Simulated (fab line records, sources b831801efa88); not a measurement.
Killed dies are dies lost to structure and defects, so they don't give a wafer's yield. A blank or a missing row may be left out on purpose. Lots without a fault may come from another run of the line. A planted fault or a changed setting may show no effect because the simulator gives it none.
A struck lot beside a sound one | flow sky130 | 16 steps out of a route of 708
Sound: wafers L984.4, L984.5, L984.6. Struck: wafers L987.1, L987.3, L987.4. The cause comes at the end.
At each step with rows: each side's tool, then ch and its chambers, then its first start. Under that, the readings that differ: sound wafers | struck wafers | difference of the means | sigmas: that difference in standard deviations of wafers without a fault.
alike: readings whose means differ by less than 2 such deviations, and words and numbers that are the same on both sides. not compared: withheld readings, readings that some wafer has no value for, bounds like >300 that may hide the same value, and numbers for which the record gives no deviation and whose values overlap.
The two part at a step that has a row with sigmas, a row that says differs or no value, or rows on one side only. Numbers that don't overlap but have no deviation are shown without sigmas and don't part them. A reading that every wafer of one side lacks parts them only if that side has two wafers or more.

first, 3 steps without rows for these wafers: SKY_METAL1_EXPOSE_12 (exposes mask MM1, target cd 140 nm); SKY_METAL1_PEB_13; SKY_METAL1_DEVELOP_14 (develop time 60 s).
SKY_METAL1_CD_MEAS_15: target cd 140 nm.
  sound on cd_sem-02, day 33 01:17; struck on cd_sem-01, day 34 07:22
  alike: cd_nm
SKY_METAL1_OVL_MEAS_16:
  sound on overlay-02, day 33 01:22; struck on overlay-02, day 34 07:29
  alike: METAL1_OVL
SKY_METAL1_DESCUM_17: chemistry O2, time 8 s.
  sound on rie_metal-02 ch 0,1, day 33 01:23; struck on rie_metal-04 ch 0,1, day 34 07:32
  alike: drypump_motor_current_A, he_backside_leak_sccm, oes_product_au
  not compared: rf_hours_counter_h
SKY_METAL1_ETCH_18: etches BARC in N2/H2, stops on SiO2, time 45.9 s, target depth 60 nm.
  sound on rie_metal-02 ch 0,1, day 33 01:26; struck on rie_metal-04 ch 0,1, day 34 07:34
  alike: bias_w, drypump_motor_current_A, he_backside_leak_sccm, oes_product_au, throttle_valve_pct
  not compared: rf_hours_counter_h
SKY_METAL1_METAL_ETCH_19: etches the open film in Cl2/BCl3, stops on SiO2, target depth 360 nm, time 78 s.
  sound on rie_metal-02 ch 0,1, day 33 01:30; struck on rie_metal-04 ch 0,1, day 34 07:37
  alike: bias_w, drypump_motor_current_A, he_backside_leak_sccm, mfc_cl2_sccm, oes_product_au, throttle_valve_pct
  not compared: rf_hours_counter_h
SKY_METAL1_STRIP_20: strips in O2/N2.
  sound on plasma_asher-01 ch 0,1, day 33 01:36; struck on plasma_asher-03 ch 0,1, day 34 07:43
  alike: drypump_motor_current_A, oes_product_au, strip_time_to_endpoint_s
  not compared: rf_hours_counter_h
then, 3 steps without rows for these wafers: SKY_METAL1_STRIP_21 (strips in post etch residue remover, time 1200 s); SKY_METAL1_CLEAN_22 (cleans in IPA, time 180 s); SKY_METAL1_CLEAN_23 (cleans in O3/DIW).
SKY_VIA1_HDPCVD_00: deposits SiO2, target thk 1030 nm, time 171.7 s.
  sound on hdpcvd-02 ch 0,1,2, day 33 02:13; struck on hdpcvd-02 ch 0,1,2, day 34 08:21
  reading                                  | sound             | struck            | difference | sigmas
  sih4_flow_sccm (sccm)                    | 59.93 59.94 60.17 | 50.96 50.97 50.89 | -9.07      | -53
  model.SiO2_of_VIA1_HDPCVD_00.thk_nm (nm) | 1017 1024 1022    | 870.1 860.6 862.8 | -156.5     |
SKY_VIA1_THK_MEAS_01:
  sound on film_metro-03, day 33 02:19; struck on film_metro-03, day 34 08:41
  reading              | sound          | struck      | difference | sigmas
  VIA1_HDPCVD_THK (nm) | 1018 1025 1022 | 870 860 862 | -158       | -14
  not compared: hold
SKY_VIA1_CMP_02: polishes SiO2.
  sound on cmp-01 ch 0,1,3, day 33 02:26; struck on cmp-02 ch 0,2,3, day 34 11:28
  reading | sound | struck                                                                     | difference                   | sigmas
  hold    | - - - | await_dispo/2.1h/release await_dispo/2.1h/release await_dispo/2.1h/release | no value on the sound wafers |
  alike: motor_current_A
then, 1 step without rows for these wafers: SKY_PAD_OPEN_PROBE_99.

WHERE THEY PART
First at SKY_VIA1_HDPCVD_00; last, within this record, at SKY_VIA1_CMP_02.

WHY: what the simulator had put in
Process parameter drift: hdpcvd-02, from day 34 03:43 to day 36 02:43, at SKY_VIA1_HDPCVD_00. Setting sih4_flow_sccm, moved by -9, from 60. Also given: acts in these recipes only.
